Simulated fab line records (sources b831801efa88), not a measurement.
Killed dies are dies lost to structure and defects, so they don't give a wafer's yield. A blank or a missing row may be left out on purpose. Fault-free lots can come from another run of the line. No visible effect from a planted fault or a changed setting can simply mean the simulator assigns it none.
Matching of chambers / flow sky130 / cmp-01 running SKY_VIA3_CMP_24: 4 sister chambers
The step polishes, stops on SiO2, t overpolish 20 s, target thk 0 nm. 14 wafers are shown with their chamber, then 7 later ones without.

== WAFERS PAIRED WITH THEIR CHAMBERS ==
wafer=L209.1; chamber=2; motor_current_A (A)=13.3; overpolish_run_s (s)=20.000; slurry_filter_dp_kPa (kPa)=13.30
wafer=L209.5; chamber=0; motor_current_A (A)=9.6; overpolish_run_s (s)=19.982; slurry_filter_dp_kPa (kPa)=13.61
wafer=L209.6; chamber=3; motor_current_A (A)=13.5; overpolish_run_s (s)=20.013; slurry_filter_dp_kPa (kPa)=13.46
wafer=L219.1; chamber=1; motor_current_A (A)=10.3; overpolish_run_s (s)=20.001; slurry_filter_dp_kPa (kPa)=13.62
wafer=L219.2; chamber=0; motor_current_A (A)=10.2; overpolish_run_s (s)=20.004; slurry_filter_dp_kPa (kPa)=13.35
wafer=L219.6; chamber=2; motor_current_A (A)=11.7; overpolish_run_s (s)=19.998; slurry_filter_dp_kPa (kPa)=13.33
wafer=L220.2; chamber=2; motor_current_A (A)=12.3; overpolish_run_s (s)=19.995; slurry_filter_dp_kPa (kPa)=13.50
wafer=L220.3; chamber=0; motor_current_A (A)=9.8; overpolish_run_s (s)=19.986; slurry_filter_dp_kPa (kPa)=13.56
wafer=L220.5; chamber=1; motor_current_A (A)=10.2; overpolish_run_s (s)=19.994; slurry_filter_dp_kPa (kPa)=13.75
wafer=L223.4; chamber=1; motor_current_A (A)=10.4; overpolish_run_s (s)=20.002; slurry_filter_dp_kPa (kPa)=13.45
wafer=L223.5; chamber=2; motor_current_A (A)=12.2; overpolish_run_s (s)=20.007; slurry_filter_dp_kPa (kPa)=13.66
wafer=L223.6; chamber=3; motor_current_A (A)=12.7; overpolish_run_s (s)=19.993; slurry_filter_dp_kPa (kPa)=13.50
wafer=L225.4; chamber=0; motor_current_A (A)=9.7; overpolish_run_s (s)=19.998; slurry_filter_dp_kPa (kPa)=13.47
wafer=L225.5; chamber=2; motor_current_A (A)=12.3; overpolish_run_s (s)=20.013; slurry_filter_dp_kPa (kPa)=13.59

SIGNATURES (averages over the wafers above)
reading=motor_current_A; chamber 0=9.825; chamber 1=10.300; chamber 2=12.360; chamber 3=13.100; scatter within a chamber=0.436
reading=overpolish_run_s; chamber 0=19.99250; chamber 1=19.99900; chamber 2=20.00260; chamber 3=20.00300; scatter within a chamber=0.00875
reading=slurry_filter_dp_kPa; chamber 0=13.4975; chamber 1=13.6067; chamber 2=13.4760; chamber 3=13.4800; scatter within a chamber=0.136
Rule: a wafer lies at a distance from a chamber equal to the root of the sum of squares, over the readings, of (its reading less the chamber's mean, divided by the reading's scatter). The wafer belongs to the nearest chamber; if the next one is less than 2 further off, it can't be placed. How the scatter is found: for the shown wafers, subtract from each reading the mean of its chamber, square and add these, divide the total by (wafers less chambers), then take the root.

== WAFERS WITH NO CHAMBER GIVEN ==
wafer=L225.6; motor_current_A (A)=13.7; overpolish_run_s (s)=20.005; slurry_filter_dp_kPa (kPa)=13.66
wafer=L222.2; motor_current_A (A)=13.7; overpolish_run_s (s)=20.000; slurry_filter_dp_kPa (kPa)=13.64
wafer=L222.4; motor_current_A (A)=11.8; overpolish_run_s (s)=19.996; slurry_filter_dp_kPa (kPa)=13.68
wafer=L222.5; motor_current_A (A)=10.0; overpolish_run_s (s)=20.006; slurry_filter_dp_kPa (kPa)=13.18
wafer=L230.1; motor_current_A (A)=9.4; overpolish_run_s (s)=20.010; slurry_filter_dp_kPa (kPa)=13.47
wafer=L230.2; motor_current_A (A)=12.7; overpolish_run_s (s)=19.999; slurry_filter_dp_kPa (kPa)=13.61
wafer=L230.5; motor_current_A (A)=9.7; overpolish_run_s (s)=19.990; slurry_filter_dp_kPa (kPa)=13.59

== WHICH CHAMBER EACH ONE RAN IN ==
wafer=L225.6; from the rows above=can't be placed: 3 or 2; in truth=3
wafer=L222.2; from the rows above=can't be placed: 3 or 2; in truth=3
wafer=L222.4; from the rows above=can't be placed: 2 or 3 or 1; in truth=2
wafer=L222.5; from the rows above=can't be placed: 0 or 1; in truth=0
wafer=L230.1; from the rows above=can't be placed: 0 or 1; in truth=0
wafer=L230.2; from the rows above=can't be placed: 2 or 3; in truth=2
wafer=L230.5; from the rows above=can't be placed: 0 or 1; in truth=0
0 of 7 placed correctly. Cannot be placed on the basis of these rows: 7; the candidates contain the true chamber in 7. 0 placed wrongly.
